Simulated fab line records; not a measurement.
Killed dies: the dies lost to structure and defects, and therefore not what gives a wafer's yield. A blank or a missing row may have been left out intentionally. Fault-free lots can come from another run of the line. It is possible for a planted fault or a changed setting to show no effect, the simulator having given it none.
Which tool did it? ; flow gf180mcu ; Sampling: 14 lots, 42 wafers, 3 of 602 route steps

== WHAT THE GAUGES SHOWED, per wafer ==
GF_V2_OVL_MEAS_15.
lot;measured;on;V2_OVL (nm)
L164;day 20 07:10;overlay-02;0 2 3
L165;day 20 20:39;overlay-01;5 4 7
L168;day 21 22:04;overlay-01;-1 -3 -3
L169;day 22 13:43;overlay-02;2 2 5
L170;day 23 03:19;overlay-01;-2 3 5
L171;day 23 08:54;overlay-02;10 11 6
L174;day 24 10:34;overlay-01;5 7 0
L175;day 24 18:54;overlay-01;-3 -2 -10
L176;day 25 03:27;overlay-02;10 2 7
L182;day 27 02:10;overlay-02;0 3 9
L183;day 27 02:55;overlay-02;7 -4 1
L184;day 27 12:49;overlay-01;1 -1 0
L186;day 27 20:03;overlay-02;0 0 -4
L185;day 28 00:52;overlay-01;-5 1 -10

== EACH LOT AND THE TOOL THAT RAN IT (in order: tool; ch and the chambers of the sampled wafers; start) ==
lot;GF_SALICIDE_RTA_06;GF_M1_SPUTTER_04
L164;rtp_anneal-02 ch 0, day 15 05:21;pvd_sputter-03, day 16 05:11
L165;rtp_anneal-02 ch 0, day 15 17:19;pvd_sputter-03, day 16 17:43
L168;rtp_anneal-02 ch 0, day 16 16:44;pvd_sputter-04, day 17 18:28
L169;rtp_anneal-02 ch 0, day 17 09:26;pvd_sputter-03, day 18 10:53
L170;rtp_anneal-02 ch 0, day 17 22:42;pvd_sputter-01, day 18 23:50
L171;rtp_anneal-02 ch 0, day 18 03:55;pvd_sputter-03, day 19 06:04
L174;rtp_anneal-01 ch 0, day 19 07:27;pvd_sputter-03, day 20 10:24
L175;rtp_anneal-02 ch 0, day 19 16:34;pvd_sputter-04, day 20 18:53
L176;rtp_anneal-02 ch 0, day 20 03:07;pvd_sputter-04, day 21 04:55
L182;rtp_anneal-01 ch 0, day 22 05:28;pvd_sputter-03, day 23 06:46
L183;rtp_anneal-02 ch 0, day 22 06:42;pvd_sputter-03, day 23 07:43
L184;rtp_anneal-01 ch 0, day 22 16:29;pvd_sputter-01, day 23 17:40
L186;rtp_anneal-01 ch 0, day 23 03:03;pvd_sputter-04, day 24 03:49
L185;rtp_anneal-02 ch 0, day 23 06:55;pvd_sputter-04, day 24 07:46
- GF_SALICIDE_RTA_06: time 30 s.
- GF_M1_SPUTTER_04: material TiN, target thk 50 nm, time 41.7 s.

== WHAT THE TOOLS THEMSELVES READ (means of the sampled wafers that have a number; where no wafer has one, the mark that the record gives instead) ==
GF_SALICIDE_RTA_06.
lot;tool;chamber_o2_ppm;lamp_power_pct (%);wafer_temp_C_max
L164;rtp_anneal-02;1.981;6.62;531.5
L165;rtp_anneal-02;1.975;6.63;531.9
L168;rtp_anneal-02;2.015;6.63;531.4
L169;rtp_anneal-02;2.013;6.63;531.9
L170;rtp_anneal-02;2.008;6.62;531.4
L171;rtp_anneal-02;1.997;6.63;531.5
L174;rtp_anneal-01;1.989;6.21;532.6
L175;rtp_anneal-02;301.997;6.62;531.4
L176;rtp_anneal-02;302.017;6.63;531.4
L182;rtp_anneal-01;2.023;6.21;532.3
L183;rtp_anneal-02;2.029;6.63;531.4
L184;rtp_anneal-01;1.977;6.21;532.3
L186;rtp_anneal-01;1.966;6.21;532.7
L185;rtp_anneal-02;2.026;6.63;531.5

GF_M1_SPUTTER_04.
lot;tool;cathode_dc_power_W (W);throttle_valve_pct (%)
L164;pvd_sputter-03;6501.4;29.5
L165;pvd_sputter-03;6500.2;29.5
L168;pvd_sputter-04;6499.3;30.5
L169;pvd_sputter-03;6499.6;30.6
L170;pvd_sputter-01;6499.6;30.0
L171;pvd_sputter-03;6499.9;29.7
L174;pvd_sputter-03;6500.0;29.4
L175;pvd_sputter-04;6499.4;31.4
L176;pvd_sputter-04;6499.7;30.1
L182;pvd_sputter-03;6500.0;29.3
L183;pvd_sputter-03;6499.8;28.7
L184;pvd_sputter-01;6500.0;29.8
L186;pvd_sputter-04;6500.1;30.4
L185;pvd_sputter-04;6501.2;30.7

== THE ANSWER, worked out from the rows above alone ==
Rule: the usual values come from the lots themselves. The widest of any qualifying gaps counts: lots, ordered by their means at a reading, are off when they make up no more than a third of the lots, leave a main group of 4 or more, and stand apart from it by 3 or more times the standard deviation of that group's means. A main group is skipped when, at the precision printed for the reading in the tables above, its means are all equal. A lot without any number at a reading at which 4 lots or more have one is off too. Any other lot the step has rows for is counted as sound. The gauges are gone through in route order, then the tools' own readings, and for those a lot's mean is taken as printed above. The first step at which some lot is off is used, and at that step the reading that is off furthest; a lot without a number counts as furthest.
Off: L175, L176 (GF_SALICIDE_RTA_06, chamber_o2_ppm). The main group: mean 2.000, standard deviation 0.021.
A tool fits if, at that step or a process step before it, it ran every lot that is off, and no sound lot after the first of them. None of those tried fits.

== WHAT THE SIMULATOR HAD INSERTED ==
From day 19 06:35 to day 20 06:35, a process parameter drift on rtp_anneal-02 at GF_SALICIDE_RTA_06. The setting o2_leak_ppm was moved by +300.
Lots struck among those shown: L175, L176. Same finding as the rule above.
